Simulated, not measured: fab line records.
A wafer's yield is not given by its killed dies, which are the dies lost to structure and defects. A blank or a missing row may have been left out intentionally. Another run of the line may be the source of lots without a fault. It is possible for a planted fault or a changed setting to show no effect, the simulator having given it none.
What tool caused it?	flow gf180mcu	12 lots, 36 wafers sampled, at 3 steps of a route of 602

## WHAT THE GAUGES READ, wafer by wafer
GF_V5_THK_MEAS_03.
lot	measured	on	V5_CVD_02_THK (nm)
L075	day 26 16:19	film-metro-03	1414 1415 1429
L077	day 27 08:20	film-metro-04	1432 1477 1465
L079	day 28 00:23	film-metro-02	1440 1468 1462
L081	day 28 17:48	film-metro-04	1404 1430 1442
L083	day 29 09:13	film-metro-04	1434 1411 1443
L085	day 29 18:01	film-metro-03	1436 1452 1451
L087	day 30 08:34	film-metro-04	1445 1467 1478
L089	day 30 19:46	film-metro-04	1418 1445 1452
L091	day 31 10:26	film-metro-04	1451 1444 1466
L093	day 32 00:26	film-metro-03	1467 1473 1474
L095	day 32 12:44	film-metro-04	1443 1457 1460
L097	day 32 18:47	film-metro-03	1451 1441 1492

## EACH LOT AND THE TOOL THAT RAN IT (in order: tool; ch and the chambers of the sampled wafers; start)
lot	GF_M2_SPUTTER_01	GF_V5_CVD_02
L075	pvd-sputter-01, day 18 14:39	pecvd-02 ch 0,1,2, day 26 16:13
L077	pvd-sputter-04, day 19 09:20	pecvd-01 ch 0,1, day 27 08:14
L079	pvd-sputter-01, day 20 05:05	pecvd-02 ch 1,2, day 28 00:15
L081	pvd-sputter-04, day 21 02:06	pecvd-03 ch 1,2, day 28 17:40
L083	pvd-sputter-04, day 21 21:43	pecvd-03 ch 0,1, day 29 09:06
L085	pvd-sputter-02, day 22 09:09	pecvd-03 ch 0,1,2, day 29 17:55
L087	pvd-sputter-04, day 23 00:31	pecvd-02 ch 0,1,2, day 30 08:29
L089	pvd-sputter-04, day 23 16:49	pecvd-01 ch 0,2, day 30 19:40
L091	pvd-sputter-01, day 24 10:26	pecvd-01 ch 1,2, day 31 10:20
L093	pvd-sputter-02, day 25 02:13	pecvd-02 ch 1,2, day 32 00:19
L095	pvd-sputter-04, day 25 17:33	pecvd-03 ch 0,2, day 32 12:37
L097	pvd-sputter-01, day 26 04:17	pecvd-01 ch 0,1,2, day 32 18:40
- GF_M2_SPUTTER_01: material TiN, target thk 30 nm, time 25 s.
- GF_V5_CVD_02: deposits SiO2 from TEOS, target thk 1450 nm, time 163.28 s.

## THE ANSWER, worked out from the rows above alone
Rule: the lots themselves supply what counts as usual. The widest of any qualifying gaps counts: lots, ordered by their means at a reading, are off when they make up no more than a third of the lots, leave a main group of 4 or more, and stand apart from it by 3 or more times the standard deviation of that group's means. A main group is skipped when, at the precision printed for the reading in the tables above, its means are all equal. Also off: a lot with no number at a reading for which 4 or more lots have one. All remaining lots with rows at the step are treated as sound.
No lot is off on any of the readings shown, so nothing can be concluded from this.

## WHAT WAS PUT IN BY THE SIMULATOR
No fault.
